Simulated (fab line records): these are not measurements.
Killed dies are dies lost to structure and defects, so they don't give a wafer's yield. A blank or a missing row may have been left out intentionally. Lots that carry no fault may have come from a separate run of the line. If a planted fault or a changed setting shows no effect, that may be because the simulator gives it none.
Which of the tools did it? + flow gf180mcu + 18 wafers from 6 lots sampled at 4 of the route's 602 steps

WHAT THE GAUGES READ, wafer by wafer
GF_PASSIVATION_THK_MEAS_01.
| lot  | measured     | on           | PASSIVATION_CVD_00_THK (nm) |
|------|--------------|--------------|-----------------------------|
| L710 | day 28 12:28 | filmMetro-04 | 996 996 999                 |
| L712 | day 29 11:22 | filmMetro-03 | 983 997 995                 |
| L715 | day 30 01:43 | filmMetro-02 | 984 989 990                 |
| L720 | day 31 11:34 | filmMetro-03 | 1002 1010 1009              |
| L728 | day 33 09:10 | filmMetro-03 | 984 1005 1021               |
| L731 | day 34 03:26 | filmMetro-04 | 1014 1001 995               |

WHAT TOOL EACH LOT RAN ON (gives the tool, then ch and the chambers of the sampled wafers, and finally the start)
| lot  | GF_VT_IMPLANT_CLEAN_44         | GF_V4_CMP_26                  | GF_MIM_SPUTTER_08           |
|------|--------------------------------|-------------------------------|-----------------------------|
| L710 | wetBench-04 ch 3, day 7 19:16  | cmp-01 ch 1,2,3, day 24 20:07 | pvdSputter-03, day 24 20:46 |
| L712 | wetBench-03 ch 2, day 8 10:25  | cmp-02 ch 0,1, day 25 15:55   | pvdSputter-03, day 25 16:35 |
| L715 | wetBench-01 ch 0, day 9 04:47  | cmp-01 ch 0,1,2, day 26 13:05 | pvdSputter-04, day 26 13:44 |
| L720 | wetBench-01 ch 2, day 10 17:37 | cmp-01 ch 2,3, day 28 03:42   | pvdSputter-04, day 28 04:24 |
| L728 | wetBench-03 ch 3, day 12 21:40 | cmp-02 ch 0,3, day 30 09:17   | pvdSputter-04, day 30 09:56 |
| L731 | wetBench-03 ch 3, day 13 19:50 | cmp-01 ch 0,2,3, day 31 05:42 | pvdSputter-03, day 31 06:16 |
- GF_VT_IMPLANT_CLEAN_44: cleans in SC1/SC2, time 150 s.
- GF_V4_CMP_26: polishes, stops on SiO2, t overpolish 15 s, target thk 0 nm.
- GF_MIM_SPUTTER_08: material AlCu, target thk 200 nm, time 10.6 s.

THE ANSWER, worked out from the rows above alone
Rule: usual is defined by the lots themselves. The widest of any qualifying gaps counts: lots, ordered by their means at a reading, are off when they make up no more than a third of the lots, leave a main group of 4 or more, and stand apart from it by 3 or more times the standard deviation of that group's means. A main group is skipped when, at the precision printed for the reading in the tables above, its means are all equal. A lot without any number at a reading at which 4 lots or more have one is off too. All remaining lots with rows at the step are treated as sound.
No lot is off at any reading shown: from this, nothing can be told.

WHAT WAS PUT IN BY THE SIMULATOR
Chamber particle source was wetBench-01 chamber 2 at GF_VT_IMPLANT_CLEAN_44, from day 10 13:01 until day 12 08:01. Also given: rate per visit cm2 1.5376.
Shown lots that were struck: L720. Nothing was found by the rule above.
